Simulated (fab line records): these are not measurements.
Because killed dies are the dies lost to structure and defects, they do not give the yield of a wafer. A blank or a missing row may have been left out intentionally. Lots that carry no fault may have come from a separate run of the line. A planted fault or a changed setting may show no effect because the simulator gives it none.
fab line records ; flow sky130
record: lots: 10; wafers: 30; last_day: 50
route steps=708 shown METAL3@532 VIA3@589 METAL4@599 PAD_OPEN@708
lots that met no fault: from a run of the same line without faults
start_h: hours from the record's first day to the start of the lot's first wafer shown ; wait_h: hours from the lot's prior step to this one ; " the same as in the row above ; L1.1+2: one row covering several wafers at once ; - no value, or no start given ; * or withheld: withheld ; < > ~ a bound
route shown NAME@n: a module of which the file shows steps, and the number in the route of the first ; usual: the fault-free wafers' mean and standard deviation ; same: alike in all rows ; chamber/n: place in a boat ; sites: each site's reading ; _std_site: how widely they spread, as a standard deviation ; _edge_site: outer sites' mean less inner sites' ; radius_mm: how far each site lies from the wafer's centre ; mask NAME#n: copy n ; behind: the most recent tool/chamber to have shaped the wafer ; hold: why the lot went on hold/how many hours it stayed there/how the hold came to an end ; device: whichever transistor did not switch (one of n, p or np) ; end of line: tests of these same wafers at the route's end ; a step given without rows: its recipe and nothing more ; killed: count of dies lost to structure and defects at first sort (not the wafer's yield) ; map: per-die view of a wafer (x killed, . not killed, _ where there is no die)
set.NAME: the setting that was run; set.NAME@STEP: the one run at that earlier step ; model.NAME: the simulator's own value behind a step, which no gauge read
route steps across a sampled set of lots; one table per step, one row per wafer
services: the hour from which a tool's chamber was out of use, counted from the record's first day as start_h (under 0 if before that day), plus the number of hours and why
== steps ==
step: SKY_METAL3_SPUTTER_00
recipe: material: Ti; target_thk_nm: 15; power_w: 3000; time_s: 10; chamber_pressure_pa: 0.4
usual: throttle_valve_pct: 29.9/0.86
lot.wafer;tool;chamber;start_h;wait_h;throttle_valve_pct
L816.2;pvd_sputter-03;-;851.26;0.2;29.0
L816.3;pvd_sputter-03;-;851.26;0.2;29.9
L816.5;pvd_sputter-03;-;851.26;0.2;30.0
L819.1;pvd_sputter-03;-;865.39;0.1;30.2
L819.3;pvd_sputter-03;-;865.39;0.1;31.3
L819.6;pvd_sputter-03;-;865.39;0.1;29.1
L820.1;pvd_sputter-01;-;888.61;0.2;29.4
L820.2;pvd_sputter-01;-;888.61;0.2;28.7
L820.5;pvd_sputter-01;-;888.61;0.2;29.7
L821.2;pvd_sputter-01;-;894.72;0.1;29.8
L821.3;pvd_sputter-01;-;894.72;0.1;29.5
L821.6;pvd_sputter-01;-;894.72;0.1;29.4
L825.1;pvd_sputter-03;-;919.95;0.1;29.8
L825.4;pvd_sputter-03;-;919.95;0.1;30.3
L825.6;pvd_sputter-03;-;919.95;0.1;29.1
L828.1;pvd_sputter-01;-;939.24;0.2;28.7
L828.2;pvd_sputter-01;-;939.24;0.2;30.9
L828.6;pvd_sputter-01;-;939.24;0.2;29.7
L829.1;pvd_sputter-01;-;952.21;0.2;29.5
L829.2;pvd_sputter-01;-;952.21;0.2;28.6
L829.6;pvd_sputter-01;-;952.21;0.2;29.5
L833.4;pvd_sputter-01;-;974.81;0.2;30.9
L833.5;pvd_sputter-01;-;974.81;0.2;31.2
L833.6;pvd_sputter-01;-;974.81;0.2;28.8
L836.1;pvd_sputter-01;-;993.56;0.1;31.0
L836.2;pvd_sputter-01;-;993.56;0.1;29.6
L836.3;pvd_sputter-01;-;993.56;0.1;29.4
L837.3;pvd_sputter-03;-;1001.21;0.1;29.9
L837.4;pvd_sputter-03;-;1001.21;0.1;31.4
L837.5;pvd_sputter-03;-;1001.21;0.1;29.8
step: SKY_VIA3_STRIP_16
recipe: chemistry: O2/N2; power_w: 1400; pressure_mtorr: 1500; platen_temp_c: withheld; o2_flow_sccm: 3000; n2_flow_sccm: 300; overash_fraction: 0.5
usual: drypump_motor_current_A: 5.7/0.56; oes_product_au: 0.402/0.0052; strip_time_to_endpoint_s: 4.13/0.037
lot.wafer;tool;chamber;start_h;wait_h;drypump_motor_current_A;oes_product_au;rf_hours_counter_h;strip_time_to_endpoint_s
L816.2;plasma_asher-01;0;930.34;0.0;6.5;0.406;79;4.16
L816.3;plasma_asher-01;0;930.34;0.0;6.6;0.400;-;4.20
L816.5;plasma_asher-01;0;930.34;0.0;6.6;0.404;-;4.15
L819.1;plasma_asher-03;0;944.73;0.0;6.4;0.408;112;4.16
L819.3;plasma_asher-03;0;944.73;0.0;6.5;0.399;-;4.15
L819.6;plasma_asher-03;1;944.73;0.0;5.4;0.412;-;4.15
L820.1;plasma_asher-04;1;966.14;0.0;5.4;0.403;22;4.11
L820.2;plasma_asher-04;0;966.14;0.0;5.2;0.404;22;4.12
L820.5;plasma_asher-04;1;966.14;0.0;5.4;0.397;-;4.09
L821.2;plasma_asher-03;1;972.39;0.0;5.3;0.406;114;4.13
L821.3;plasma_asher-03;1;972.39;0.0;5.4;0.402;-;4.15
L821.6;plasma_asher-03;0;972.39;0.0;6.5;0.399;-;4.11
L825.1;plasma_asher-04;1;997.04;0.0;5.3;0.400;25;4.14
L825.4;plasma_asher-04;0;997.04;0.0;5.3;0.404;-;4.16
L825.6;plasma_asher-04;0;997.04;0.0;5.3;0.403;-;4.12
L828.1;plasma_asher-01;1;1013.68;0.0;5.4;0.396;88;4.05
L828.2;plasma_asher-01;0;1013.68;0.0;6.6;0.406;88;4.12
L828.6;plasma_asher-01;1;1013.68;0.0;5.4;0.405;-;4.11
L829.1;plasma_asher-04;0;1025.63;0.0;5.3;0.402;28;4.18
L829.2;plasma_asher-04;1;1025.63;0.0;5.3;0.402;28;4.15
L829.6;plasma_asher-04;0;1025.63;0.0;5.3;0.401;-;4.14
L833.4;plasma_asher-01;1;1046.77;0.1;5.4;0.409;-;4.13
L833.5;plasma_asher-01;1;1046.77;0.1;5.4;0.399;-;4.13
L833.6;plasma_asher-01;0;1046.77;0.1;6.6;0.406;-;4.07
L836.1;plasma_asher-04;1;1066.09;0.0;5.3;0.400;32;4.17
L836.2;plasma_asher-04;0;1066.09;0.0;5.3;0.399;32;4.17
L836.3;plasma_asher-04;0;1066.09;0.0;5.3;0.396;-;4.21
L837.3;plasma_asher-03;0;1071.81;0.1;6.4;0.405;-;4.13
L837.4;plasma_asher-03;1;1071.81;0.1;5.4;0.410;-;4.13
L837.5;plasma_asher-03;0;1071.81;0.1;6.5;0.406;-;4.17
step: SKY_VIA3_CVD_21
recipe: material: W; target_thk_nm: 390; time_s: 117.31; temp_c: 400; pressure_torr: 40
usual: heater_power_w: 850/82
lot.wafer;tool;chamber;start_h;wait_h;heater_power_w
L816.2;cvd_w-01;0;931.05;0.0;818
L816.3;cvd_w-01;1;931.05;0.0;784
L816.5;cvd_w-01;1;931.05;0.0;778
L819.1;cvd_w-01;1;945.38;0.0;800
L819.3;cvd_w-01;0;945.38;0.0;826
L819.6;cvd_w-01;1;945.38;0.0;799
L820.1;cvd_w-02;0;966.79;0.0;813
L820.2;cvd_w-02;1;966.79;0.0;1015
L820.5;cvd_w-02;1;966.79;0.0;1017
L821.2;cvd_w-02;1;973.04;0.0;1024
L821.3;cvd_w-02;0;973.04;0.0;803
L821.6;cvd_w-02;1;973.04;0.0;1027
L825.1;cvd_w-01;1;997.69;0.0;798
L825.4;cvd_w-01;0;997.69;0.0;832
L825.6;cvd_w-01;1;997.69;0.0;794
L828.1;cvd_w-01;1;1014.33;0.0;795
L828.2;cvd_w-01;1;1014.33;0.0;810
L828.6;cvd_w-01;1;1014.33;0.0;803
L829.1;cvd_w-01;0;1026.28;0.0;846
L829.2;cvd_w-01;1;1026.28;0.0;795
L829.6;cvd_w-01;1;1026.28;0.0;798
L833.4;cvd_w-02;0;1047.43;0.1;828
L833.5;cvd_w-02;1;1047.43;0.1;983
L833.6;cvd_w-02;0;1047.43;0.1;815
L836.1;cvd_w-02;1;1066.74;0.0;1030
L836.2;cvd_w-02;0;1066.74;0.0;821
L836.3;cvd_w-02;1;1066.74;0.0;994
L837.3;cvd_w-02;1;1072.47;0.1;1030
L837.4;cvd_w-02;0;1072.47;0.1;814
L837.5;cvd_w-02;1;1072.47;0.1;1007
step: SKY_VIA3_RS_MEAS_22
recipe: thk_meas_gauge: four-point-probe; reads: W_of_VIA3_CVD_21+TiN_of_VIA3_SPUTTER_20
usual: VIA3_W_RS: 0.295/0.0041
lot.wafer;tool;chamber;start_h;wait_h;VIA3_W_RS[ohm/sq]
L816.2;film_metro-02;-;931.19;0.1;0.297
L816.3;film_metro-02;-;931.19;0.1;0.295
L816.5;film_metro-02;-;931.19;0.1;0.292
L819.1;film_metro-03;-;945.50;0.1;0.291
L819.3;film_metro-03;-;945.50;0.1;0.301
L819.6;film_metro-03;-;945.50;0.1;0.296
L820.1;film_metro-04;-;966.92;0.1;0.289
L820.2;film_metro-04;-;966.92;0.1;0.300
L820.5;film_metro-04;-;966.92;0.1;0.301
L821.2;film_metro-04;-;973.19;0.1;0.303
L821.3;film_metro-04;-;973.19;0.1;0.297
L821.6;film_metro-04;-;973.19;0.1;0.301
L825.1;film_metro-02;-;997.82;0.1;0.286
L825.4;film_metro-02;-;997.82;0.1;0.299
L825.6;film_metro-02;-;997.82;0.1;0.285
L828.1;film_metro-02;-;1014.57;0.2;0.256
L828.2;film_metro-02;-;1014.57;0.2;0.292
L828.6;film_metro-02;-;1014.57;0.2;0.294
L829.1;film_metro-04;-;1026.40;0.1;0.255
L829.2;film_metro-04;-;1026.40;0.1;0.291
L829.6;film_metro-04;-;1026.40;0.1;0.294
L833.4;film_metro-03;-;1047.58;0.1;0.294
L833.5;film_metro-03;-;1047.58;0.1;0.300
L833.6;film_metro-03;-;1047.58;0.1;0.296
L836.1;film_metro-02;-;1066.87;0.1;0.298
L836.2;film_metro-02;-;1066.87;0.1;0.294
L836.3;film_metro-02;-;1066.87;0.1;0.303
L837.3;film_metro-03;-;1072.59;0.1;0.294
L837.4;film_metro-03;-;1072.59;0.1;0.292
L837.5;film_metro-03;-;1072.59;0.1;0.294
step: SKY_VIA3_THK_MEAS_23
recipe: thk_meas_gauge: xrf; reads: W_of_VIA3_CVD_21
usual: VIA3_W_THK: 376/6
lot.wafer;tool;chamber;start_h;wait_h;VIA3_W_THK[nm]
L816.2;film_metro-02;-;931.30;0.1;370
L816.3;film_metro-02;-;931.30;0.1;374
L816.5;film_metro-02;-;931.30;0.1;378
L819.1;film_metro-03;-;945.62;0.1;382
L819.3;film_metro-03;-;945.62;0.1;374
L819.6;film_metro-03;-;945.62;0.1;378
L820.1;film_metro-04;-;967.04;0.1;382
L820.2;film_metro-04;-;967.04;0.1;368
L820.5;film_metro-04;-;967.04;0.1;368
L821.2;film_metro-04;-;973.30;0.1;363
L821.3;film_metro-04;-;973.30;0.1;371
L821.6;film_metro-04;-;973.30;0.1;369
L825.1;film_metro-02;-;997.94;0.1;388
L825.4;film_metro-02;-;997.94;0.1;372
L825.6;film_metro-02;-;997.94;0.1;387
L828.1;film_metro-02;-;1014.69;0.1;430
L828.2;film_metro-02;-;1014.69;0.1;382
L828.6;film_metro-02;-;1014.69;0.1;377
L829.1;film_metro-04;-;1026.52;0.1;432
L829.2;film_metro-04;-;1026.52;0.1;383
L829.6;film_metro-04;-;1026.52;0.1;378
L833.4;film_metro-03;-;1047.67;0.1;378
L833.5;film_metro-03;-;1047.67;0.1;372
L833.6;film_metro-03;-;1047.67;0.1;381
L836.1;film_metro-02;-;1066.99;0.1;366
L836.2;film_metro-02;-;1066.99;0.1;372
L836.3;film_metro-02;-;1066.99;0.1;360
L837.3;film_metro-03;-;1072.69;0.1;382
L837.4;film_metro-03;-;1072.69;0.1;383
L837.5;film_metro-03;-;1072.69;0.1;379
step: SKY_VIA3_CMP_24
recipe: stop_on: SiO2; t_overpolish_s: 20; down_force_psi: 3.5; platen_rpm: 60; target_thk_nm: 0; pad_velocity_m_s: 0.94248
usual: motor_current_A: 10.6/0.85; platen_rpm: 60.00/0.042; time_to_endpoint_s: 96/4.5
lot.wafer;tool;chamber;start_h;wait_h;motor_current_A;platen_rpm;time_to_endpoint_s
L816.2;cmp-02;1;931.35;0.0;10.8;59.99;96
L816.3;cmp-02;0;931.35;0.0;9.7;59.96;90
L816.5;cmp-02;1;931.35;0.0;10.8;59.94;96
L819.3;cmp-01;1;945.73;0.1;9.3;60.08;97
L819.1;cmp-01;2;945.73;0.1;9.3;59.98;101
L819.6;cmp-01;0;945.73;0.1;11.7;60.01;94
L820.2;cmp-02;1;967.15;0.1;11.2;60.05;103
L820.1;cmp-02;2;967.15;0.1;10.9;59.98;104
L820.5;cmp-02;0;967.15;0.1;9.8;60.06;94
L821.3;cmp-01;3;973.45;0.1;11.2;59.90;92
L821.2;cmp-01;0;973.45;0.1;11.3;59.94;88
L821.6;cmp-01;2;973.45;0.1;9.5;59.99;96
L825.4;cmp-02;3;998.00;0.0;11.4;60.02;101
L825.1;cmp-02;0;998.00;0.0;9.8;59.99;97
L825.6;cmp-02;3;998.00;0.0;10.5;59.98;105
L828.2;cmp-01;3;1014.80;0.1;10.9;60.09;94
L828.1;cmp-01;0;1014.80;0.1;11.3;60.02;108
L828.6;cmp-01;2;1014.80;0.1;9.3;59.99;99
L829.2;cmp-01;2;1026.68;0.1;10.2;60.01;102
L829.1;cmp-01;3;1026.68;0.1;10.9;59.96;110
L829.6;cmp-01;1;1026.68;0.1;9.6;59.96;96
L833.4;cmp-01;1;1047.80;0.1;9.7;59.98;95
L833.6;cmp-01;3;1047.80;0.1;10.8;59.95;92
L833.5;cmp-01;0;1047.80;0.1;11.7;60.04;93
L836.2;cmp-01;1;1067.05;0.0;10.3;59.95;96
L836.1;cmp-01;3;1067.05;0.0;11.1;60.00;92
L836.3;cmp-01;0;1067.05;0.0;11.5;60.07;90
L837.3;cmp-02;0;1072.73;0.0;9.4;60.01;91
L837.4;cmp-02;1;1072.73;0.0;11.3;59.98;104
L837.5;cmp-02;1;1072.73;0.0;10.8;59.95;103
step: SKY_METAL4_SPUTTER_01
recipe: material: TiN; target_thk_nm: 20; power_w: 6500; time_s: 16.7; chamber_pressure_pa: 0.4
usual: throttle_valve_pct: 30.2/1.2
lot.wafer;tool;chamber;start_h;wait_h;throttle_valve_pct
L816.2;pvd_sputter-04;-;931.68;0.0;28.9
L816.3;pvd_sputter-04;-;931.68;0.0;31.6
L816.5;pvd_sputter-04;-;931.68;0.0;31.7
L819.1;pvd_sputter-02;-;946.00;0.0;28.5
L819.3;pvd_sputter-02;-;946.00;0.0;31.2
L819.6;pvd_sputter-02;-;946.00;0.0;29.4
L820.1;pvd_sputter-02;-;967.42;0.0;31.0
L820.2;pvd_sputter-02;-;967.42;0.0;28.5
L820.5;pvd_sputter-02;-;967.42;0.0;31.4
L821.2;pvd_sputter-02;-;973.67;0.0;29.4
L821.3;pvd_sputter-02;-;973.67;0.0;31.4
L821.6;pvd_sputter-02;-;973.67;0.0;28.6
L825.1;pvd_sputter-01;-;998.32;0.0;29.2
L825.4;pvd_sputter-01;-;998.32;0.0;31.2
L825.6;pvd_sputter-01;-;998.32;0.0;29.2
L828.1;pvd_sputter-02;-;1015.08;0.0;28.7
L828.2;pvd_sputter-02;-;1015.08;0.0;29.4
L828.6;pvd_sputter-02;-;1015.08;0.0;29.2
L829.1;pvd_sputter-04;-;1026.90;0.0;32.0
L829.2;pvd_sputter-04;-;1026.90;0.0;31.4
L829.6;pvd_sputter-04;-;1026.90;0.0;28.9
L833.4;pvd_sputter-02;-;1048.02;0.0;31.6
L833.5;pvd_sputter-02;-;1048.02;0.0;28.9
L833.6;pvd_sputter-02;-;1048.02;0.0;30.7
L836.1;pvd_sputter-04;-;1067.37;0.0;28.8
L836.2;pvd_sputter-04;-;1067.37;0.0;31.9
L836.3;pvd_sputter-04;-;1067.37;0.0;31.3
L837.3;pvd_sputter-04;-;1073.05;0.0;32.0
L837.4;pvd_sputter-04;-;1073.05;0.0;31.6
L837.5;pvd_sputter-04;-;1073.05;0.0;32.0
step: SKY_PAD_OPEN_PROBE_99
usual: defect_limited_yield: 82.9/1.7; killed_at_M0_to_M3: 42/6.1; killed_at_M4_up: 3.4/2; killed_at_contacts: 23/4.8; killed_at_front_end: 15/3.8; killed_at_other: 0.3/0.48; killed_dies: 84/8.5; killed_open: 46/6.8; killed_short: 38/6.2; sort_bin_3_pad_short: 0.8/0.42; sort_bin_5_function: 10.1/1.4; sort_bin_6_memory: 6.2/0.99; sort_n_pass: 408/8.5; sort_yield_pct: 82.9/1.7
same: gross_dies: 492; killed_at_back_side: 0; sort_bin_4_leakage[%]: 0; sort_bin_8_speed[%]: 0
lot.wafer;tool;chamber;start_h;wait_h;defect_limited_yield[%];killed_at_M0_to_M3;killed_at_M4_up;killed_at_contacts;killed_at_front_end;killed_at_other;killed_dies;killed_open;killed_short;sort_bin_3_pad_short[%];sort_bin_5_function[%];sort_bin_6_memory[%];sort_n_pass;sort_yield_pct[%]
L825.1;prober-02;-;1133.61;0.1;82.1;52;0;23;12;1;88;48;40;0.4;11.0;6.5;404;82.1
L825.4;prober-02;-;1133.76;0.2;84.6;44;6;18;8;0;76;45;31;1.0;9.6;4.9;416;84.6
L825.6;prober-02;-;1133.86;0.2;87.2;34;2;17;10;0;63;29;34;1.4;6.3;5.1;429;87.2
L828.2;prober-01;-;1146.78;0.1;83.3;34;4;28;15;1;82;45;37;0.8;10.2;5.7;410;83.3
L829.1;prober-02;-;1156.67;0.1;82.3;51;3;17;16;0;87;45;41;0.8;11.6;5.3;405;82.3
L829.2;prober-02;-;1156.72;0.1;83.7;47;3;12;17;1;80;53;25;0.6;10.2;5.5;412;83.7
L829.6;prober-02;-;1156.92;0.2;84.1;39;6;22;11;0;78;48;28;0.6;8.9;6.3;414;84.1
L836.1;prober-02;-;1188.49;0.1;81.9;44;6;27;12;0;89;50;39;1.2;10.2;6.7;403;81.9
L836.2;prober-02;-;1188.54;0.1;82.5;42;1;25;17;1;86;45;41;1.0;10.0;6.5;406;82.5
L836.3;prober-02;-;1188.59;0.2;79.3;48;10;27;17;0;102;48;54;1.2;12.2;7.3;390;79.3
killed by level:class
L825.1 VIA1:geometric_particle:open=15 VIA2:geometric_particle:open=9 METAL1:geometric_particle:short=7 CONTACT:geometric_particle:short=6 METAL2:geometric_particle:short=6 VIA3:geometric_particle:open=6 FIELD_ISO:geometric_particle:short=5 CONTACT:geometric_particle:open=5
L825.4 VIA1:geometric_particle:open=12 CONTACT:geometric_particle:open=8 VIA3:geometric_particle:open=7 POLY_GATE:geometric_particle:open=5 METAL1:geometric_particle:short=5 VIA2:geometric_particle:short=4 VIA2:geometric_particle:open=4 METAL4:geometric_particle:short=4
L825.6 VIA1:geometric_particle:open=13 CONTACT:geometric_particle:open=5 METAL2:geometric_particle:short=5 LOCAL_INTERCONNECT:geometric_particle:short=4 POLY_GATE:geometric_particle:short=3 LI_CONTACT:geometric_particle:open=3 CONTACT:geometric_particle:short=3 VIA2:geometric_particle:short=3
L828.2 CONTACT:geometric_particle:open=13 VIA1:geometric_particle:open=7 VIA2:geometric_particle:short=6 LI_CONTACT:geometric_particle:open=5 LOCAL_INTERCONNECT:geometric_particle:short=5 METAL1:geometric_particle:short=5 VIA2:geometric_particle:open=5 CONTACT:geometric_particle:short=4
L829.1 METAL1:geometric_particle:short=10 VIA1:geometric_particle:open=10 LI_CONTACT:geometric_particle:open=8 VIA3:geometric_particle:open=5 FIELD_ISO:geometric_particle:short=4 FIELD_ISO:geometric_particle:open=4 VIA2:geometric_particle:open=4 CONTACT:geometric_particle:short=4
L829.2 VIA1:geometric_particle:open=15 VIA3:geometric_particle:open=10 FIELD_ISO:geometric_particle:open=9 LI_CONTACT:geometric_particle:open=5 CONTACT:geometric_particle:open=5 VIA1:geometric_particle:short=5 METAL2:geometric_particle:short=5 VIA2:geometric_particle:open=4
L829.6 VIA1:geometric_particle:open=14 CONTACT:geometric_particle:open=7 LI_CONTACT:geometric_particle:open=6 POLY_GATE:geometric_particle:open=5 LI_CONTACT:geometric_particle:short=5 METAL1:geometric_particle:open=5 VIA1:geometric_particle:short=4 VIA2:geometric_particle:open=4
L836.1 VIA1:geometric_particle:open=13 CONTACT:geometric_particle:open=11 VIA2:geometric_particle:open=8 METAL1:geometric_particle:short=7 VIA2:geometric_particle:short=7 LOCAL_INTERCONNECT:geometric_particle:short=6 FIELD_ISO:geometric_particle:open=5 METAL4:geometric_particle:short=5
L836.2 METAL1:geometric_particle:short=10 CONTACT:geometric_particle:open=9 VIA1:geometric_particle:open=8 LI_CONTACT:geometric_particle:open=7 VIA2:geometric_particle:open=7 VIA3:geometric_particle:open=5 VIA2:geometric_particle:short=5 CONTACT:geometric_particle:short=4
L836.3 VIA2:geometric_particle:open=10 CONTACT:geometric_particle:open=10 METAL4:geometric_particle:short=9 VIA1:geometric_particle:open=9 FIELD_ISO:geometric_particle:short=7 LOCAL_INTERCONNECT:geometric_particle:short=7 METAL3:geometric_particle:short=7 LI_CONTACT:geometric_particle:open=6
== services ==
tool;chamber;start_h;hours;kind
cmp-02;-;844.32;3.1;repair
cmp-01;-;853.38;0.8;repair
cmp-01;-;860.90;0.3;repair
cvd_w-01;1;870.33;4.2;repair
cvd_w-02;-;890.33;4.3;pm
cvd_w-01;-;904.00;14.0;pm
pvd_sputter-02;-;906.03;3.3;repair
pvd_sputter-04;-;907.88;1.4;repair
cmp-01;-;912.00;4.0;pm
pvd_sputter-04;-;914.06;1.5;repair
cvd_w-01;-;933.72;2.8;pm
cmp-01;-;947.38;4.5;repair
cmp-02;-;960.10;1.4;repair
cmp-02;-;970.12;1.0;repair
cmp-02;-;986.37;7.9;pm
cvd_w-01;0;1007.73;7.4;repair
cvd_w-02;0;1019.46;12.3;repair
cmp-02;-;1030.35;15.0;pm
cvd_w-02;-;1039.35;1.0;repair
cmp-02;-;1051.01;0.7;repair
cmp-02;-;1057.14;1.4;repair
cmp-01;-;1059.04;3.9;pm
cvd_w-01;-;1066.49;6.9;pm
pvd_sputter-01;-;1072.59;4.6;repair
== key ==
first_sign: step: SKY_VIA3_RS_MEAS_22; reading: VIA3_W_RS; direction: down; sigmas: 9.6; usual: 0.295; struck: 0.255
effect: step: SKY_VIA3_THK_MEAS_23; reading: VIA3_W_THK; direction: up; sigmas: 9.1; usual: 376; struck: 431
effect: step: SKY_VIA3_CMP_24; reading: time_to_endpoint_s; direction: up; sigmas: 2.9; usual: *; struck: *
met_at SKY_VIA3_CVD_21
struck_lots L828,L829
struck_wafers L828.1,L829.1
not_acting_at SKY_METAL3_SPUTTER_00,SKY_VIA3_STRIP_16,SKY_METAL4_SPUTTER_01
onset_between 997.69 1014.33
fault: kind: process_parameter_drift; tool: cvd_w-01; chamber: -; onset_h: 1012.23; steps: SKY_VIA3_CVD_21; channel: target_thk_nm; offset: 56.247; shape: step; end_h: 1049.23; scope: struck_wafers_only; acts_in: these_recipes_only; stated: 390
